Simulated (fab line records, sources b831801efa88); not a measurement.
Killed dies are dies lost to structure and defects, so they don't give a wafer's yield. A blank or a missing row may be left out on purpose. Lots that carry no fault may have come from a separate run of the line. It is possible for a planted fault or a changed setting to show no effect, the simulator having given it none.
2 desks, one fault ; flow gf180mcu ; numbers are kept per desk, each desk with only its own; the story behind them comes last

AT THE METROLOGY DESK
What the gauges read for every lot (on any tool): the sampled wafers with a number, averaged. The brackets show how far a lot's mean lies from the usual mean; more than 4 standard deviations puts the lot out of limits, marked OUT.
Columns: A = V4_CVD_00_THK at GF_V4_THK_MEAS_01, usual 600 nm
lot;first seen here;A
L203;day 23 11:01;598
L204;day 23 19:28;598
L205;day 24 05:56;598
L208;day 25 10:02;601
L210;day 26 08:47;609
L211;day 26 11:52;607
L212;day 26 17:35;603
L214;day 27 11:19;597
L216;day 27 21:29;601
L217;day 28 07:52;600
L221;day 29 09:54;600
L223;day 29 23:17;606
L225;day 30 09:55;608
This desk found nothing out of limits on any of the 13 lots.

FOR THE TOOL OWNER'S DESK: cmp-01
The tool's own readings at GF_CONTACT_CMP_04 (polishes SiO2): means of the sampled wafers that have a number, for each lot that ran on this tool. The brackets show how far a lot's mean lies from the usual mean; more than 4 standard deviations puts the lot out of limits, marked OUT.
Columns: A = motor current A at GF_CONTACT_CMP_04, usual 12.3 A; B = slurry filter dp kPa at GF_CONTACT_CMP_04, usual 13.49 kPa; C = time to endpoint s at GF_CONTACT_CMP_04, usual 111 s
lot;first seen here;A;B;C
L203;day 15 05:17;12.9;13.51;111
L204;day 15 11:38;12.5;13.36;111
L210;day 18 02:46;11.9;13.38;111
L211;day 18 07:42;12.3;13.53;110
L216;day 19 23:46;13.0;13.50;104
L223;day 22 09:41;12.5;13.58;110
L225;day 23 01:46;13.6;13.47;106
This desk found nothing out of limits on any of the 7 lots.

TAKEN TOGETHER
Metrology desk: nothing out of limits seen.
The desk of the tool owner found nothing out of limits.

WHAT THE SIMULATOR HAD PUT IN
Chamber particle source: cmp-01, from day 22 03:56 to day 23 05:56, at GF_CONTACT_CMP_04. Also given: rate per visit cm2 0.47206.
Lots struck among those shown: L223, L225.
